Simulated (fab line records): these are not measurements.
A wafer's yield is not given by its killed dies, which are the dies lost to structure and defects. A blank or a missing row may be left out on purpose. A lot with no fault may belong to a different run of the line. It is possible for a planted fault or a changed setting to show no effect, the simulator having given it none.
fab line records	flow gf180mcu
record: lots: 6	wafers: 18	last_day: 34
route steps=602 shown V4@490
lots with no fault: from the same line, run without faults
start_h: hours from the record's first day to the start of the lot's first wafer shown	wait_h: time in hours since the lot's previous step	" as in the row above	L1.1+2: a row that stands for several wafers	- either no value or no given start	* or withheld: withheld	< > ~ a bound
route shown NAME@n: names a module that has steps shown in the file, with the first one's number in the route	usual: the fault-free wafers' mean and standard deviation	same: alike in all rows	chamber/n: place in a boat	sites: the reading at each site	_std_site: standard deviation of those values	_edge_site: inner sites' mean taken away from outer sites' mean	radius_mm: how far each site lies from the wafer's centre	mask NAME#n: copy n	behind: the last tool/chamber to shape the wafer	hold: cause of the lot's hold/its duration in hours/its outcome	device: names the non-switching transistor (n, p or np)	end of line: the route-end tests of the same wafers	where a step has no rows: the recipe by itself	killed: at the first sort, the dies lost to defects and structure; wafer yield is something else	map: dies across one wafer; x = killed, . = not, _ = none there
set.NAME: the setting as run; set.NAME@STEP: as run at that earlier step	model.NAME: the simulator's own value behind a step, which no gauge read
a table for each step, a row for each wafer; lots at some steps of the route
services: when a tool's chamber went out of use (start_h, in hours from the record's first day, below 0 if earlier), for how many hours, and the reason
== steps ==
step: GF_V4_CD_MEAS_14
recipe: target_cd_nm: 260
usual: cd_nm: 259.9/1.3
lot.wafer	tool	chamber	start_h	wait_h	cd_nm
L856.2	cd_sem-01	-	564.22	0.1	258.3
L856.3	"	-	"	"	257.1
L856.5	"	-	"	"	257.2
L867.3	cd_sem-02	-	641.86	0.1	258.6
L867.5	"	-	"	"	259.4
L867.6	"	-	"	"	259.0
L868.1	cd_sem-01	-	655.22	0.1	259.3
L868.5	"	-	"	"	258.7
L868.6	"	-	"	"	259.0
L869.2	cd_sem-02	-	662.12	0.1	261.4
L869.3	"	-	"	"	259.8
L869.6	"	-	"	"	259.9
L872.2	cd_sem-01	-	676.57	0.1	258.5
L872.3	"	-	"	"	258.0
L872.6	"	-	"	"	258.3
L878.3	cd_sem-02	-	725.21	0.1	261.1
L878.4	"	-	"	"	261.0
L878.6	"	-	"	"	261.0
step: GF_V4_OVL_MEAS_15
usual: V4_OVL: 0/7.1
lot.wafer	tool	chamber	start_h	wait_h	V4_OVL[nm]
L856.2	overlay-01	-	564.32	0.1	-5
L856.3	"	-	"	"	-6
L856.5	"	-	"	"	1
L867.3	overlay-01	-	641.95	0.1	-9
L867.5	"	-	"	"	-7
L867.6	"	-	"	"	4
L868.1	overlay-01	-	655.34	0.1	-2
L868.5	"	-	"	"	2
L868.6	"	-	"	"	-2
L869.2	overlay-02	-	662.22	0.1	-1
L869.3	"	-	"	"	-2
L869.6	"	-	"	"	1
L872.2	overlay-01	-	676.67	0.1	-6
L872.3	"	-	"	"	-13
L872.6	"	-	"	"	1
L878.3	overlay-02	-	725.30	0.1	5
L878.4	"	-	"	"	-7
L878.6	"	-	"	"	-5
step: GF_V4_ETCH_16
recipe: chemistry: N2/H2	target_depth_a: withheld	overetch_a: withheld	time_s: withheld	target: BARC	ion_energy_ev: 200	source_w: 500	bias_w: 100	pressure_mtorr: 30	n2_flow_sccm: 100	h2_flow_sccm: 200
usual: bias_w: 100.0/0.3	drypump_motor_current_A: 5.7/0.39	oes_product_au: 0.854/0.0049	throttle_valve_pct: 13.224/0.0089
lot.wafer	tool	chamber	start_h	wait_h	bias_w	drypump_motor_current_A	oes_product_au	throttle_valve_pct
L856.2	rie_diel-03	0	564.35	0.0	100.2	6.1	0.851	13.225
L856.3	"	3	"	"	100.3	6.4	0.856	13.240
L856.5	"	0	"	"	100.5	6.1	0.858	13.228
L867.3	rie_diel-01	0	641.97	0.0	100.4	4.8	0.857	13.228
L867.5	"	0	"	"	100.0	4.8	0.858	13.237
L867.6	"	3	"	"	99.7	6.2	0.846	13.212
L868.1	rie_diel-03	2	655.38	0.0	100.0	5.9	0.856	13.230
L868.5	"	1	"	"	100.6	5.7	0.862	13.237
L868.6	"	0	"	"	100.1	6.1	0.858	13.208
L869.2	rie_diel-02	3	662.25	0.0	100.1	5.2	0.851	13.233
L869.3	"	1	"	"	100.0	5.5	0.854	13.216
L869.6	"	1	"	"	100.1	5.6	0.844	13.229
L872.2	rie_diel-02	0	676.70	0.0	99.6	5.7	0.849	13.233
L872.3	"	3	"	"	99.8	5.2	0.868	13.216
L872.6	"	3	"	"	99.7	5.2	0.855	13.214
L878.3	rie_diel-02	3	725.32	0.0	100.2	5.2	0.860	13.219
L878.4	"	0	"	"	100.2	5.8	0.856	13.230
L878.6	"	1	"	"	99.9	5.5	0.847	13.215
step: GF_V4_ETCH_17
recipe: chemistry: C4F8/O2/Ar	mask_material: KrF	target: SiO2	stop_on: TiN	source_w: 1500	bias_w: 1200	pressure_mtorr: 40	c4f8_flow_sccm: withheld	O2_flow_sccm: 6	Ar_flow_sccm: 300	time_s: withheld	target_depth_a: 6300
usual: bias_w: 1200/3.8	oes_product_au: 0.855/0.0049
lot.wafer	tool	chamber	start_h	wait_h	bias_w	oes_product_au
L856.2	rie_diel-03	0	-	-	1202	0.859
L856.3	"	3	"	"	1201	0.849
L856.5	"	0	"	"	1201	0.862
L867.3	rie_diel-01	0	-	-	1207	0.857
L867.5	"	0	"	"	1202	0.862
L867.6	"	3	"	"	1201	0.858
L868.1	rie_diel-03	2	-	-	1201	0.859
L868.5	"	1	"	"	1211	0.852
L868.6	"	0	"	"	1192	0.857
L869.2	rie_diel-02	3	-	-	1201	0.860
L869.3	"	1	"	"	1199	0.856
L869.6	"	1	"	"	1204	0.854
L872.2	rie_diel-02	0	-	-	1195	0.857
L872.3	"	3	"	"	1198	0.849
L872.6	"	3	"	"	1199	0.863
L878.3	rie_diel-02	3	-	-	1197	0.847
L878.4	"	0	"	"	1197	0.857
L878.6	"	1	"	"	1206	0.859
step: GF_V4_STRIP_18
recipe: chemistry: O2/N2	power_w: 1400	pressure_mtorr: 1500	platen_temp_c: 250	o2_flow_sccm: 3000	n2_flow_sccm: 300	overash_fraction: 0.5
usual: drypump_motor_current_A: 5.4/0.49	heater_power_w: 364/68	oes_product_au: 0.593/0.0048
lot.wafer	tool	chamber	start_h	wait_h	drypump_motor_current_A	heater_power_w	oes_product_au	rf_hours_counter_h
L856.2	plasma_asher-01	0	564.48	-	5.7	306	0.602	14
L856.3	"	1	"	"	5.4	349	0.588	-
L856.5	"	0	"	"	5.7	306	0.600	-
L867.3	plasma_asher-01	1	642.14	-	5.4	344	0.591	-
L867.5	"	1	"	"	5.4	346	0.586	-
L867.6	"	0	"	"	5.7	301	0.587	-
L868.1	plasma_asher-02	1	655.51	-	4.9	339	0.594	60
L868.5	"	1	"	"	4.9	348	0.596	-
L868.6	"	0	"	"	6.0	489	0.602	-
L869.2	plasma_asher-02	1	662.38	-	4.9	345	0.592	61
L869.3	"	0	"	"	6.0	481	0.590	-
L869.6	"	1	"	"	4.9	344	0.604	-
L872.2	plasma_asher-04	0	676.83	-	5.8	273	0.588	106
L872.3	"	0	"	"	5.8	281	0.591	-
L872.6	"	1	"	"	4.7	381	0.603	-
L878.3	plasma_asher-04	0	725.49	-	5.7	278	0.594	-
L878.4	"	1	"	"	4.7	374	0.595	-
L878.6	"	0	"	"	5.8	271	0.593	-
step: GF_V4_STRIP_19
recipe: chemistry: post_etch_residue_remover	time_s: 1200	temp_c: 72.5
step: GF_V4_CLEAN_20
recipe: chemistry: DIW	dry: n2_spin
step: GF_V4_SPUTTER_21
recipe: material: Ti	target_thk_nm: 15	chamber_pressure_pa: 5	power_w: 2500	substrate_temp_c: 200	time_s: 80.02
step: GF_V4_SPUTTER_22
recipe: material: TiN	target_thk_nm: 10	chamber_pressure_pa: 5	power_w: 4000	time_s: 40
usual: throttle_valve_pct: 29.8/1.3
lot.wafer	tool	chamber	start_h	wait_h	throttle_valve_pct
L856.2	pvd_sputter-04	-	565.08	0.0	29.7
L856.3	"	-	"	"	30.4
L856.5	"	-	"	"	29.2
L867.3	pvd_sputter-04	-	642.71	0.0	29.6
L867.5	"	-	"	"	27.1
L867.6	"	-	"	"	29.4
L868.1	pvd_sputter-02	-	656.19	0.0	28.2
L868.5	"	-	"	"	28.2
L868.6	"	-	"	"	31.0
L869.2	pvd_sputter-03	-	662.97	0.0	31.6
L869.3	"	-	"	"	30.4
L869.6	"	-	"	"	29.3
L872.2	pvd_sputter-04	-	677.76	0.0	29.4
L872.3	"	-	"	"	29.6
L872.6	"	-	"	"	29.9
L878.3	pvd_sputter-03	-	726.39	0.0	31.6
L878.4	"	-	"	"	30.5
L878.6	"	-	"	"	29.7
step: GF_V4_CVD_23
recipe: material: W	target_thk_nm: 350	time_s: 104.9	temp_c: 400	pressure_torr: 40
usual: heater_power_w: 812/86
lot.wafer	tool	chamber	start_h	wait_h	heater_power_w
L856.2	cvd_w-01	0	565.11	0.0	932
L856.3	"	0	"	"	947
L856.5	"	0	"	"	961
L867.3	cvd_w-01	1	642.80	0.1	761
L867.5	"	0	"	"	946
L867.6	"	1	"	"	746
L868.1	cvd_w-02	1	656.23	0.0	863
L868.5	"	0	"	"	723
L868.6	"	1	"	"	829
L869.2	cvd_w-01	0	663.01	0.0	935
L869.3	"	0	"	"	939
L869.6	"	0	"	"	932
L872.2	cvd_w-01	0	677.80	0.0	945
L872.3	"	0	"	"	930
L872.6	"	1	"	"	750
L878.3	cvd_w-01	0	726.47	0.1	951
L878.4	"	1	"	"	781
L878.6	"	0	"	"	933
step: GF_V4_RS_MEAS_24
recipe: thk_meas_gauge: four-point-probe	reads: W_of_V4_CVD_23+TiN_of_V4_SPUTTER_22+Ti_of_V4_SPUTTER_21
usual: V4_W_RS: 0.327/0.0032
lot.wafer	tool	chamber	start_h	wait_h	V4_W_RS[ohm/sq]
L856.2	film_metro-01	-	565.25	0.1	0.329
L856.3	"	-	"	"	0.325
L856.5	"	-	"	"	0.329
L867.3	film_metro-01	-	642.91	0.1	0.326
L867.5	"	-	"	"	0.325
L867.6	"	-	"	"	0.323
L868.1	film_metro-04	-	656.34	0.1	0.325
L868.5	"	-	"	"	0.326
L868.6	"	-	"	"	0.335
L869.2	film_metro-04	-	663.15	0.1	0.326
L869.3	"	-	"	"	0.324
L869.6	"	-	"	"	0.322
L872.2	film_metro-03	-	677.94	0.1	0.321
L872.3	"	-	"	"	0.324
L872.6	"	-	"	"	0.325
L878.3	film_metro-04	-	726.58	0.1	0.326
L878.4	"	-	"	"	0.326
L878.6	"	-	"	"	0.323
step: GF_V4_THK_MEAS_25
recipe: thk_meas_gauge: xrf	reads: W_of_V4_CVD_23
usual: V4_W_THK: 360/5.9
lot.wafer	tool	chamber	start_h	wait_h	V4_W_THK[nm]
L856.2	film_metro-01	-	565.36	0.1	354
L856.3	"	-	"	"	358
L856.5	"	-	"	"	355
L867.3	film_metro-01	-	643.01	0.1	359
L867.5	"	-	"	"	360
L867.6	"	-	"	"	363
L868.1	film_metro-04	-	656.46	0.1	365
L868.5	"	-	"	"	362
L868.6	"	-	"	"	352
L869.2	film_metro-04	-	663.26	0.1	365
L869.3	"	-	"	"	366
L869.6	"	-	"	"	366
L872.2	film_metro-03	-	678.05	0.1	368
L872.3	"	-	"	"	362
L872.6	"	-	"	"	361
L878.3	film_metro-04	-	726.68	0.1	369
L878.4	"	-	"	"	366
L878.6	"	-	"	"	371
step: GF_V4_CMP_26
recipe: stop_on: SiO2	down_force_psi: 3.5	platen_rpm: 60	t_overpolish_s: 15	target_thk_nm: 0	pad_velocity_m_s: 0.94248
usual: edge_zone_pressure_frac: 1.000/0.0051	head_pressure_psi: 3.501/0.0073	motor_current_A: 9.8/1	overpolish_run_s: 15.000/0.0092	retaining_ring_pressure_frac: 1.000/0.0049	time_to_endpoint_s: 85.6/2.5
lot.wafer	tool	chamber	start_h	wait_h	edge_zone_pressure_frac	head_pressure_psi	motor_current_A	overpolish_run_s	retaining_ring_pressure_frac	time_to_endpoint_s	model.W_of_V4_CVD_23.thk_nm	model.SiO2_of_V4_CVD_02.thk_nm
L856.2	cmp-02	0	565.46	0.1	0.996	3.509	10.2	14.999	0.996	84.5	0	630
L856.3	"	2	"	"	0.990	3.500	10.9	15.006	0.998	86.4	0	629.1
L856.5	"	0	"	"	1.001	3.494	9.8	15.007	1.003	83.2	0	630.6
L867.3	cmp-01	1	643.05	0.0	-	-	-	-	-	-	352.4	633.2
L867.5	"	1	"	"	-	-	-	-	-	-	353.3	633.8
L867.6	"	2	"	"	-	-	-	-	-	-	355	634
L868.1	cmp-02	3	656.62	0.1	-	-	-	-	-	-	352.2	632.9
L868.6	"	1	"	"	-	-	-	-	-	-	342.1	633.5
L868.5	"	2	"	"	-	-	-	-	-	-	351.5	632.4
L869.3	cmp-02	0	663.31	0.0	1.000	3.485	9.3	15.010	0.999	88.6	0	628.5
L869.2	"	2	"	"	0.999	3.505	11.0	14.993	0.999	86.6	0	629
L869.6	"	0	"	"	0.994	3.504	9.5	15.001	1.000	87.0	0	627.9
L872.3	cmp-02	3	678.15	0.1	1.005	3.505	10.7	14.995	0.997	85.6	0	629.3
L872.2	"	1	"	"	0.997	3.499	9.8	14.994	1.009	83.6	0	629.3
L872.6	"	3	"	"	1.007	3.502	10.4	14.983	0.995	84.5	0	630.1
L878.4	cmp-01	0	726.72	0.0	1.001	3.486	9.9	15.018	0.995	87.6	0	630
L878.3	"	3	"	"	1.004	3.498	8.3	15.007	0.998	85.8	0	627.7
L878.6	"	0	"	"	1.003	3.503	10.3	15.004	0.994	87.5	0	628.1
== services ==
tool	chamber	start_h	hours	kind
cmp-01	-	541.98	2.2	repair
plasma_asher-04	-	543.61	2.6	repair
cmp-01	-	547.17	4.7	pm
cmp-01	-	551.87	5.5	pm
cmp-02	-	572.15	4.0	pm
plasma_asher-02	-	572.41	1.2	repair
pvd_sputter-04	-	576.97	2.0	repair
rie_diel-03	3	595.78	10.2	repair
cmp-01	-	596.46	0.3	repair
plasma_asher-01	-	599.88	2.1	repair
cvd_w-01	0	606.12	10.3	repair
pvd_sputter-04	-	607.49	4.6	repair
pvd_sputter-03	-	616.74	0.5	repair
rie_diel-01	0	624.55	9.7	repair
cmp-02	-	635.30	8.2	pm
pvd_sputter-04	-	660.01	0.6	repair
rie_diel-01	2	660.04	5.5	repair
rie_diel-02	2	671.65	9.7	repair
rie_diel-02	0	681.12	1.2	repair
rie_diel-02	3	684.15	17.0	repair
rie_diel-02	2	686.12	65.5	repair
rie_diel-02	0	692.21	19.8	repair
cmp-02	-	699.20	5.5	pm
rie_diel-02	-	712.98	0.5	repair
== key ==
first_sign: step: GF_V4_CMP_26	reading: tool_record	direction: missing
effect none on later readings
model_effect: step: GF_V4_CMP_26	value: W_of_V4_CVD_23.thk_nm	without: 0	struck: 351.1
met_at GF_V4_CMP_26
struck_wafers L867.3,L867.5,L867.6,L868.1,L868.5,L868.6
later_rows_left_out L867.3,L867.5,L867.6,L868.1,L868.5,L868.6
sort_left_out L867.3,L867.5,L867.6,L868.1,L868.5,L868.6
onset_between 565.46 643.05
fault: kind: skipped_step_whole	tool: cmp-01,cmp-02	chamber: -	onset_h: 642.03	steps: GF_V4_CMP_26	scope: struck_lots_only
sort_left_out: the simulated sort isn't trusted on such a fault, so these wafers' sort isn't shown, and their yield isn't known
later_rows_left_out: the simulator's readings of these wafers behind a module that went badly wrong aren't trusted and aren't shown, but for the sort
